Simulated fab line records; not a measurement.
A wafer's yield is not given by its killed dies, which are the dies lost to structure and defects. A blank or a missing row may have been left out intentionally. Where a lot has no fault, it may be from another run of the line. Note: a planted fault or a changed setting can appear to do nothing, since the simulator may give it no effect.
fab line records	flow sky130
record: lots: 12	wafers: 36	lastDay: 50
route steps=708 shown VIA3@588 CAP2M@615 METAL5@664 PASSIVATION@692 PAD_OPEN@708
lots with no fault: from the same line, run without faults
startH: hours from the record's opening day to when the first of the lot's shown wafers began	waitH: hours since the lot's step before	" repeats the value in the row above	L1.1+2: a single row standing in for several wafers	- value missing, or start not given	* or withheld: withheld	< > ~ a bound
route shown NAME@n: names a module that has steps shown in the file, with the first one's number in the route	usual: mean/standard deviation taken from wafers without a fault	same: alike in all rows	chamber/n: place in a boat	sites: readings site by site	_std_site: standard deviation across them	_edge_site: the outer-site mean with the inner-site mean subtracted	radiusMm: for every site, how far away it sits from the centre of the wafer	mask NAME#n: copy n	behind: tool/chamber where the wafer was last shaped	hold: cause of the lot's hold/its duration in hours/its outcome	device: names the non-switching transistor (n, p or np)	end of line: the route-end tests of the same wafers	a step given without rows: its recipe and nothing more	killed: at the first sort, the dies lost to defects and structure; wafer yield is something else	map: the dies of a wafer, with x for killed, . for not killed, _ for no die there
set.NAME: the setting that was run; set.NAME@STEP: the one run at that earlier step	model.NAME: the simulator's own value behind a step, which no gauge read
one table for each step of the route and one row for each wafer, over a sample of lots
services: when a tool's chamber went out of use (startH, in hours from the record's first day, below 0 if earlier), for how many hours, and the reason
== steps ==
step: SKY_VIA3_ETCH_15
recipe: target: SiO2	chemistry: C4F8/O2/Ar	targetDepthNm: 507	stopOn: TiN	maskMaterial: KrF-thick	sourceW: 1500	biasW: 1200	pressureMtorr: 40	c4f8FlowSccm: withheld	O2_flow_sccm: 6	Ar_flow_sccm: 300	timeS: 78
usual: chamberPressureMTorr: 40.00/0.034	oesProductAu: 0.946/0.0048
lot.wafer	tool	chamber	startH	waitH	chamberPressureMTorr	oesProductAu	rfHoursCounterH
L656.1	rieDiel-03	2	927.27	0.0	39.98	0.943	7
L656.3	"	1	"	"	40.09	0.942	11
L656.5	"	1	"	"	39.98	0.947	-
L658.2	rieDiel-03	2	943.47	0.0	40.01	0.951	8
L658.3	"	3	"	"	40.03	0.946	16
L658.4	"	1	"	"	40.03	0.947	12
L659.2	rieDiel-02	1	952.22	0.0	40.01	0.953	17
L659.3	"	0	"	"	40.05	0.943	28
L659.5	"	2	"	"	40.00	0.940	-
L660.1	rieDiel-03	1	954.74	0.0	40.07	0.945	12
L660.5	"	3	"	"	40.00	0.939	-
L660.6	"	2	"	"	39.95	0.949	-
L662.3	rieDiel-03	2	976.47	0.0	40.01	0.951	9
L662.4	"	0	"	"	40.01	0.952	14
L662.5	"	3	"	"	40.00	0.946	-
L672.2	rieDiel-03	1	1042.99	0.0	40.00	0.942	15
L672.4	"	3	"	"	39.96	0.944	20
L672.6	"	0	"	"	40.02	0.943	-
L671.1	rieDiel-01	2	1048.85	0.0	40.05	0.950	15
L671.4	"	3	"	"	39.99	0.949	25
L671.6	"	0	"	"	40.08	0.949	-
L674.2	rieDiel-01	2	1073.58	0.0	39.99	0.949	16
L674.3	"	1	"	"	40.01	0.942	6
L674.6	"	2	"	"	39.96	0.947	-
L675.1	rieDiel-03	3	1073.93	0.0	40.06	0.939	21
L675.2	"	0	"	"	40.04	0.952	17
L675.6	"	3	"	"	39.97	0.951	-
L677.3	rieDiel-03	3	1075.23	0.0	40.04	0.945	21
L677.4	"	1	"	"	39.98	0.947	16
L677.5	"	0	"	"	39.93	0.940	-
L676.2	rieDiel-01	1	1077.33	0.0	39.98	0.941	6
L676.3	"	3	"	"	39.99	0.947	26
L676.5	"	2	"	"	40.01	0.943	-
L679.4	rieDiel-03	2	1096.60	0.0	39.97	0.948	-
L679.5	"	0	"	"	40.02	0.950	-
L679.6	"	1	"	"	39.97	0.943	-
step: SKY_CAP2M_OVL_MEAS_12
usual: CAP2M_OVL: -1.0/1.1
lot.wafer	tool	chamber	startH	waitH	CAP2M_OVL[nm]
L656.1	overlay-01	-	953.89	0.1	-0.2
L656.3	"	-	"	"	-2.5
L656.5	"	-	"	"	1.0
L658.2	overlay-02	-	968.57	0.1	0.1
L658.3	"	-	"	"	-0.2
L658.4	"	-	"	"	0.8
L659.2	overlay-01	-	977.87	0.1	0.5
L659.3	"	-	"	"	-0.1
L659.5	"	-	"	"	-1.6
L660.1	overlay-02	-	981.09	0.1	-1.6
L660.5	"	-	"	"	-0.2
L660.6	"	-	"	"	-0.4
L662.3	overlay-01	-	1001.70	0.1	-1.3
L662.4	"	-	"	"	-1.6
L662.5	"	-	"	"	-0.1
L672.2	overlay-02	-	1065.58	0.1	-1.4
L672.4	"	-	"	"	0.2
L672.6	"	-	"	"	-2.5
L671.1	overlay-01	-	1071.82	0.1	-1.3
L671.4	"	-	"	"	-1.4
L671.6	"	-	"	"	-1.8
L674.2	overlay-02	-	1096.29	0.1	1.3
L674.3	"	-	"	"	0.0
L674.6	"	-	"	"	0.0
L675.1	overlay-02	-	1096.59	0.1	-1.6
L675.2	"	-	"	"	-2.6
L675.6	"	-	"	"	-1.6
L677.3	overlay-01	-	1097.50	0.1	-2.9
L677.4	"	-	"	"	-1.1
L677.5	"	-	"	"	-0.4
L676.2	overlay-01	-	1099.48	0.1	-1.6
L676.3	"	-	"	"	-0.8
L676.5	"	-	"	"	-4.0
L679.4	overlay-02	-	1118.30	0.1	-0.5
L679.5	"	-	"	"	-0.2
L679.6	"	-	"	"	-0.4
step: SKY_METAL5_SPUTTER_03
recipe: material: Ti	targetThkNm: 5	powerW: 3000	timeS: 3.3	chamberPressurePa: 0.4
usual: throttleValvePct: 29.6/1
lot.wafer	tool	chamber	startH	waitH	throttleValvePct
L656.1	pvdSputter-02	-	1005.48	0.0	30.8
L656.3	"	-	"	"	28.4
L656.5	"	-	"	"	28.2
L658.2	pvdSputter-03	-	1017.58	0.0	30.8
L658.3	"	-	"	"	30.4
L658.4	"	-	"	"	29.8
L659.2	pvdSputter-01	-	1028.11	0.0	28.6
L659.3	"	-	"	"	28.7
L659.5	"	-	"	"	31.3
L660.1	pvdSputter-01	-	1030.84	0.0	28.9
L660.5	"	-	"	"	30.8
L660.6	"	-	"	"	28.4
L662.3	pvdSputter-02	-	1052.03	0.0	28.1
L662.4	"	-	"	"	29.9
L662.5	"	-	"	"	30.6
L672.2	pvdSputter-02	-	1108.67	0.0	30.8
L672.4	"	-	"	"	28.5
L672.6	"	-	"	"	30.7
L671.1	pvdSputter-03	-	1115.52	0.0	30.6
L671.4	"	-	"	"	29.8
L671.6	"	-	"	"	29.9
L674.2	pvdSputter-02	-	1138.68	0.0	28.6
L674.3	"	-	"	"	28.2
L674.6	"	-	"	"	30.3
L675.1	pvdSputter-01	-	1139.02	0.0	31.2
L675.2	"	-	"	"	28.7
L675.6	"	-	"	"	28.3
L677.3	pvdSputter-03	-	1139.67	0.0	30.1
L677.4	"	-	"	"	30.2
L677.5	"	-	"	"	30.4
L676.2	pvdSputter-01	-	1141.81	0.0	28.3
L676.3	"	-	"	"	28.6
L676.5	"	-	"	"	28.7
L679.4	pvdSputter-01	-	1158.93	0.0	28.7
L679.5	"	-	"	"	28.7
L679.6	"	-	"	"	28.4
step: SKY_PASSIVATION_ETCH_11
recipe: chemistry: CF4/O2	targetDepthNm: 725	stopOn: AlCu	sourceW: 800	biasW: 150	pressureMtorr: 150	cf4FlowSccm: 80	O2_flow_sccm: 10	timeS: 161.1
usual: chamberPressureMTorr: 149.99/0.13	drypumpMotorCurrentA: 5.8/0.34	oesProductAu: 0.979/0.0064	throttleValvePct: 5.965/0.0087
lot.wafer	tool	chamber	startH	waitH	chamberPressureMTorr	drypumpMotorCurrentA	oesProductAu	rfHoursCounterH	throttleValvePct
L656.1	rieDiel-03	0	1051.77	-	150.16	5.7	0.982	16	5.982
L656.3	"	3	"	"	149.68	5.7	0.974	20	5.957
L656.5	"	0	"	"	149.84	5.7	0.981	-	5.964
L658.2	rieDiel-02	3	1063.14	-	149.82	6.1	0.971	31	5.977
L658.3	"	2	"	"	149.90	5.7	0.977	29	5.960
L658.4	"	0	"	"	149.99	6.0	0.988	-	5.966
L659.2	rieDiel-04	3	1073.49	-	149.80	5.4	0.967	23	5.983
L659.3	"	1	"	"	150.23	5.5	0.970	12	5.964
L659.5	"	3	"	"	150.17	5.4	0.971	-	5.967
L660.1	rieDiel-04	2	1076.04	-	150.14	5.5	0.982	11	5.956
L660.5	"	2	"	"	149.94	5.5	0.986	-	5.974
L660.6	"	1	"	"	149.90	5.5	0.988	-	5.954
L662.3	rieDiel-04	3	1095.64	-	150.06	5.4	0.977	24	5.979
L662.4	"	2	"	"	150.14	5.5	0.978	-	5.971
L662.5	"	1	"	"	149.98	5.5	0.986	-	5.971
L672.2	rieDiel-02	3	1148.34	-	150.00	6.2	0.974	35	5.970
L672.4	"	3	"	"	150.03	6.1	0.991	-	5.953
L672.6	"	0	"	"	150.03	6.0	0.982	-	5.971
L671.1	rieDiel-03	2	1152.84	-	150.06	6.5	0.974	14	5.964
L671.4	"	0	"	"	149.98	5.7	0.980	20	5.963
L671.6	"	2	"	"	149.98	6.5	0.980	-	5.969
L674.2	rieDiel-03	2	1175.47	-	150.01	6.5	0.970	15	5.976
L674.3	"	0	"	"	149.94	5.7	0.980	21	5.957
L674.6	"	3	"	"	149.72	5.7	0.988	-	5.981
L675.1	rieDiel-04	2	1175.59	-	150.04	5.4	0.976	15	5.959
L675.2	"	0	"	"	150.01	6.2	0.977	2	5.950
L675.6	"	2	"	"	149.92	5.5	0.985	-	5.962
L677.3	rieDiel-03	0	1176.39	-	150.07	5.7	0.983	21	5.958
L677.4	"	2	"	"	149.87	6.5	0.989	15	5.972
L677.5	"	2	"	"	149.99	6.5	0.981	-	5.960
L676.2	rieDiel-02	2	1178.64	-	149.88	5.7	0.982	1	5.942
L676.3	"	3	"	"	149.88	6.1	0.980	0	5.970
L676.5	"	2	"	"	150.03	5.7	0.986	-	5.977
L679.4	rieDiel-02	1	1193.17	-	150.05	5.7	0.988	23	5.967
L679.5	"	3	"	"	150.02	6.1	0.974	-	5.955
L679.6	"	2	"	"	150.06	5.7	0.975	-	5.973
step: SKY_PAD_OPEN_PROBE_99
usual: defectLimitedYield: 83.0/1.9	killed_at_M0_to_M3: 43/6.9	killed_at_M4_up: 3.1/1.9	killedAtContacts: 24/5.4	killedAtFrontEnd: 14/4.3	killedAtOther: 0.3/0.53	killedDies: 84/9.5	killedOpen: 46/6.8	killedShort: 38/6	sort_bin_3_pad_short: 0.9/0.46	sort_bin_5_function: 10.0/1.4	sort_bin_6_memory: 6.1/1.1	sortNPass: 408/9.5	sortYieldPct: 83.0/1.9
same: grossDies: 492	killedAtBackSide: 0	sort_bin_4_leakage[%]: 0	sort_bin_8_speed[%]: 0
lot.wafer	tool	chamber	startH	waitH	defectLimitedYield[%]	killed_at_M0_to_M3	killed_at_M4_up	killedAtContacts	killedAtFrontEnd	killedAtOther	killedDies	killedOpen	killedShort	sort_bin_3_pad_short[%]	sort_bin_5_function[%]	sort_bin_6_memory[%]	sortNPass	sortYieldPct[%]
L658.2	prober-02	-	1086.22	0.1	80.1	51	4	28	13	2	98	57	41	2.0	13.2	4.7	394	80.1
L658.3	prober-02	-	1086.27	0.2	83.1	36	7	26	14	0	83	43	40	1.4	10.4	5.1	409	83.1
L658.4	prober-02	-	1086.32	0.2	84.1	32	6	31	9	0	78	42	36	1.0	9.3	5.5	414	84.1
L660.1	prober-01	-	1099.30	0.1	83.3	41	4	18	17	2	82	43	38	1.2	9.3	6.1	410	83.3
L660.5	prober-01	-	1099.50	0.2	72.6	99	1	19	16	0	135	36	35	3.7	17.5	6.3	357	72.6
L660.6	prober-01	-	1099.55	0.2	78.7	46	6	30	23	0	105	61	44	1.0	12.6	7.7	387	78.7
L662.3	prober-01	-	1116.94	0.2	83.9	34	3	24	17	1	79	44	35	0.8	8.3	6.9	413	83.9
L662.4	prober-01	-	1116.99	0.2	82.7	36	2	29	18	0	85	43	42	0.4	11.6	5.3	407	82.7
L662.5	prober-01	-	1117.04	0.2	70.5	91	2	34	18	0	145	50	32	4.3	16.9	8.3	347	70.5
L672.2	prober-02	-	1168.86	0.1	81.7	42	5	20	22	1	90	44	46	0.8	11.2	6.3	402	81.7
L672.4	prober-02	-	1168.96	0.2	83.5	39	5	18	19	0	81	41	40	0.6	9.1	6.7	411	83.5
L672.6	prober-02	-	1169.06	0.2	82.9	42	1	21	19	1	84	45	39	0.4	10.2	6.5	408	82.9
L671.1	prober-02	-	1172.46	0.1	79.3	62	0	26	14	0	102	62	40	0.6	12.6	7.5	390	79.3
L671.4	prober-02	-	1172.61	0.2	82.7	45	4	26	10	0	85	57	28	1.0	10.2	6.1	407	82.7
L671.6	prober-02	-	1172.71	0.2	81.9	50	2	19	17	1	89	53	36	1.0	12.6	4.5	403	81.9
L674.2	prober-02	-	1193.79	0.1	85.2	37	4	23	9	0	73	40	33	1.0	8.3	5.5	419	85.2
L674.3	prober-02	-	1193.84	0.2	84.8	39	1	20	15	0	75	39	35	0.6	9.8	4.9	417	84.8
L674.6	prober-02	-	1193.99	0.2	86.6	27	3	23	13	0	66	32	34	0.8	9.3	3.3	426	86.6
L676.2	prober-01	-	1197.96	0.1	79.3	60	4	22	15	1	102	55	47	1.4	12.0	7.3	390	79.3
L676.3	prober-01	-	1198.01	0.2	81.1	48	1	33	9	2	93	54	38	1.2	11.0	6.7	399	81.1
L676.5	prober-01	-	1198.11	0.2	81.7	50	3	21	14	2	90	44	44	1.6	10.8	5.9	402	81.7
L679.4	prober-02	-	1211.40	0.2	85.2	40	3	17	12	1	73	40	30	0.2	8.7	5.9	419	85.2
L679.5	prober-02	-	1211.45	0.2	85.2	37	3	21	11	1	73	40	32	1.2	8.5	5.1	419	85.2
L679.6	prober-02	-	1211.50	0.2	86.4	45	1	14	7	0	67	39	28	1.4	8.1	4.1	425	86.4
killed by level:class
L658.2 VIA1:geometricParticle:open=14 LI_CONTACT:geometricParticle:open=11 VIA3:geometricParticle:open=11 FIELD_ISO:geometricParticle:short=6 VIA2:geometricParticle:open=6 CONTACT:geometricParticle:short=5 CONTACT:geometricParticle:open=5 VIA1:geometricParticle:short=5
L658.3 VIA1:geometricParticle:open=9 LOCAL_INTERCONNECT:geometricParticle:short=9 VIA3:geometricParticle:open=8 FIELD_ISO:geometricParticle:open=7 LI_CONTACT:geometricParticle:open=7 METAL4:geometricParticle:short=7 CONTACT:geometricParticle:open=5 LI_CONTACT:geometricParticle:short=4
L658.4 CONTACT:geometricParticle:open=11 LOCAL_INTERCONNECT:geometricParticle:short=8 VIA3:geometricParticle:open=7 METAL3:geometricParticle:short=6 LI_CONTACT:geometricParticle:open=5 VIA1:geometricParticle:open=5 METAL1:geometricParticle:short=4 FIELD_ISO:geometricParticle:open=3
L660.1 VIA1:geometricParticle:open=9 CONTACT:geometricParticle:open=7 METAL3:geometricParticle:short=6 VIA3:geometricParticle:open=6 POLY_GATE:geometricParticle:open=5 VIA1:geometricParticle:short=5 FIELD_ISO:geometricParticle:short=4 SPACER:geometricParticle:short=4
L660.5 VIA3:unspecified=62 VIA1:geometricParticle:open=10 CONTACT:geometricParticle:open=8 LOCAL_INTERCONNECT:geometricParticle:short=7 VIA2:geometricParticle:short=5 FIELD_ISO:geometricParticle:short=4 VIA2:geometricParticle:open=4 SPACER:geometricParticle:short=3
L660.6 CONTACT:geometricParticle:open=16 VIA1:geometricParticle:open=11 VIA2:geometricParticle:open=7 POLY_GATE:geometricParticle:open=6 LI_CONTACT:geometricParticle:open=6 METAL1:geometricParticle:short=6 POLY_GATE:geometricParticle:short=5 VIA1:geometricParticle:short=5
L662.3 LI_CONTACT:geometricParticle:open=7 CONTACT:geometricParticle:open=7 FIELD_ISO:geometricParticle:short=6 VIA1:geometricParticle:open=6 VIA1:geometricParticle:short=6 VIA2:geometricParticle:open=6 FIELD_ISO:geometricParticle:open=5 POLY_GATE:geometricParticle:open=3
L662.4 VIA1:geometricParticle:open=8 LI_CONTACT:geometricParticle:open=8 CONTACT:geometricParticle:open=7 METAL2:geometricParticle:short=6 METAL1:geometricParticle:short=5 POLY_GATE:geometricParticle:short=5 POLY_GATE:geometricParticle:open=5 LOCAL_INTERCONNECT:geometricParticle:short=5
L662.5 VIA3:unspecified=63 CONTACT:geometricParticle:open=14 LI_CONTACT:geometricParticle:open=9 FIELD_ISO:geometricParticle:short=6 POLY_GATE:geometricParticle:open=6 VIA1:geometricParticle:open=6 FIELD_ISO:geometricParticle:open=5 LOCAL_INTERCONNECT:geometricParticle:short=5
L672.2 VIA1:geometricParticle:open=11 LI_CONTACT:geometricParticle:open=8 VIA1:geometricParticle:short=7 FIELD_ISO:geometricParticle:short=6 POLY_GATE:geometricParticle:short=5 VIA3:geometricParticle:open=5 FIELD_ISO:geometricParticle:open=4 VIA2:geometricParticle:short=4
L672.4 VIA1:geometricParticle:open=12 VIA2:geometricParticle:short=7 POLY_GATE:geometricParticle:open=5 LI_CONTACT:geometricParticle:short=5 VIA3:geometricParticle:open=5 LOCAL_INTERCONNECT:geometricParticle:short=4 CONTACT:geometricParticle:open=4 VIA2:geometricParticle:open=4
L672.6 VIA1:geometricParticle:open=17 LI_CONTACT:geometricParticle:open=9 FIELD_ISO:geometricParticle:short=7 METAL2:geometricParticle:short=5 POLY_GATE:geometricParticle:open=4 POLY_GATE:geometricParticle:short=4 CONTACT:geometricParticle:short=4 CONTACT:geometricParticle:open=4
L671.1 VIA1:geometricParticle:open=15 CONTACT:geometricParticle:open=12 VIA3:geometricParticle:open=9 METAL1:geometricParticle:short=8 LI_CONTACT:geometricParticle:open=6 FIELD_ISO:geometricParticle:short=5 METAL2:geometricParticle:short=5 VIA2:geometricParticle:open=5
L671.4 VIA1:geometricParticle:open=15 VIA2:geometricParticle:open=9 CONTACT:geometricParticle:open=8 LI_CONTACT:geometricParticle:open=7 VIA3:geometricParticle:open=6 CONTACT:geometricParticle:short=5 FIELD_ISO:geometricParticle:short=4 LOCAL_INTERCONNECT:geometricParticle:short=4
L671.6 VIA1:geometricParticle:open=20 VIA2:geometricParticle:open=9 FIELD_ISO:geometricParticle:open=5 LI_CONTACT:geometricParticle:open=5 CONTACT:geometricParticle:open=5 VIA1:geometricParticle:short=5 POLY_GATE:geometricParticle:short=4 METAL2:geometricParticle:short=4
L674.2 CONTACT:geometricParticle:open=11 VIA1:geometricParticle:open=7 LI_CONTACT:geometricParticle:open=6 METAL3:geometricParticle:short=6 VIA2:geometricParticle:open=5 LOCAL_INTERCONNECT:geometricParticle:short=4 METAL1:geometricParticle:short=4 METAL2:geometricParticle:short=3
L674.3 POLY_GATE:geometricParticle:open=8 CONTACT:geometricParticle:open=7 VIA3:geometricParticle:open=7 METAL1:geometricParticle:short=6 LI_CONTACT:geometricParticle:short=5 VIA1:geometricParticle:open=5 VIA2:geometricParticle:open=5 METAL3:geometricParticle:short=5
L674.6 VIA2:geometricParticle:open=7 CONTACT:geometricParticle:short=5 CONTACT:geometricParticle:open=5 POLY_GATE:geometricParticle:short=4 LI_CONTACT:geometricParticle:open=4 LOCAL_INTERCONNECT:geometricParticle:short=4 VIA1:geometricParticle:open=4 FIELD_ISO:geometricParticle:open=3
L676.2 VIA1:geometricParticle:open=18 VIA1:geometricParticle:short=8 CONTACT:geometricParticle:open=8 VIA2:geometricParticle:open=7 METAL2:geometricParticle:short=7 VIA2:geometricParticle:short=6 FIELD_ISO:geometricParticle:open=5 LI_CONTACT:geometricParticle:open=5
L676.3 CONTACT:geometricParticle:open=14 VIA2:geometricParticle:open=10 LI_CONTACT:geometricParticle:open=9 VIA1:geometricParticle:open=7 METAL1:geometricParticle:short=6 VIA3:geometricParticle:open=6 METAL2:geometricParticle:short=5 LI_CONTACT:geometricParticle:short=4
L676.5 VIA1:geometricParticle:open=11 VIA3:geometricParticle:open=9 LI_CONTACT:geometricParticle:open=7 VIA2:geometricParticle:open=7 CONTACT:geometricParticle:open=6 METAL2:geometricParticle:short=5 LOCAL_INTERCONNECT:geometricParticle:short=5 VIA2:geometricParticle:short=5
L679.4 LI_CONTACT:geometricParticle:open=7 VIA1:geometricParticle:open=7 VIA2:geometricParticle:open=7 VIA3:geometricParticle:open=6 LOCAL_INTERCONNECT:geometricParticle:short=5 VIA1:geometricParticle:short=5 FIELD_ISO:geometricParticle:open=4 METAL1:geometricParticle:short=4
L679.5 VIA1:geometricParticle:open=9 VIA2:geometricParticle:open=6 CONTACT:geometricParticle:short=6 CONTACT:geometricParticle:open=6 VIA3:geometricParticle:open=6 LI_CONTACT:geometricParticle:open=5 VIA3:geometricParticle:short=4 FIELD_ISO:geometricParticle:short=3
L679.6 VIA1:geometricParticle:open=14 VIA3:geometricParticle:open=6 VIA2:geometricParticle:open=5 METAL1:geometricParticle:short=4 METAL2:geometricParticle:short=4 VIA3:geometricParticle:short=4 LI_CONTACT:geometricParticle:open=3 LOCAL_INTERCONNECT:geometricParticle:short=3
== services ==
tool	chamber	startH	hours	kind
rieDiel-01	3	907.23	3.8	repair
pvdSputter-03	-	938.90	3.0	repair
pvdSputter-03	-	974.23	3.2	repair
rieDiel-04	0	982.83	8.3	repair
rieDiel-03	-	984.52	0.3	repair
pvdSputter-02	-	986.64	3.1	repair
rieDiel-04	-	998.18	14.6	pm
rieDiel-03	3	1010.25	7.2	repair
rieDiel-02	2	1013.35	41.0	repair
rieDiel-04	1	1014.09	10.5	repair
rieDiel-03	0	1019.57	14.4	repair
rieDiel-03	2	1019.70	23.2	repair
rieDiel-02	1	1021.42	100.9	repair
rieDiel-01	2	1046.03	1.7	repair
pvdSputter-01	-	1049.50	9.5	repair
rieDiel-04	2	1049.63	17.6	repair
rieDiel-01	2	1051.45	2.9	repair
pvdSputter-01	-	1052.49	3.2	repair
rieDiel-03	3	1088.61	8.7	repair
rieDiel-02	-	1093.14	3.0	repair
rieDiel-02	0	1095.37	5.4	repair
rieDiel-03	3	1117.47	5.6	repair
rieDiel-02	0	1152.69	1.6	repair
rieDiel-03	2	1182.34	2.1	repair
== key ==
firstSign: step: SKY_PAD_OPEN_PROBE_99	reading: killed_at_M0_to_M3	direction: up	sigmas: 7.5	usual: 43	struck: 95
effect: step: SKY_PAD_OPEN_PROBE_99	reading: sort_bin_3_pad_short	direction: up	sigmas: 6.7	usual: 0.9	struck: 4.0
metAt SKY_VIA3_ETCH_15
struckLots L660,L662
struckWafers L660.5,L662.5
notActingAt SKY_CAP2M_OVL_MEAS_12,SKY_METAL5_SPUTTER_03,SKY_PASSIVATION_ETCH_11
onsetBetween 943.47 954.74
fault: kind: chamberParticleSource	tool: rieDiel-03	chamber: 3	onsetH: 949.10	steps: SKY_VIA3_ETCH_15	ratePerVisitCm2: 1.8386	endH: 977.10
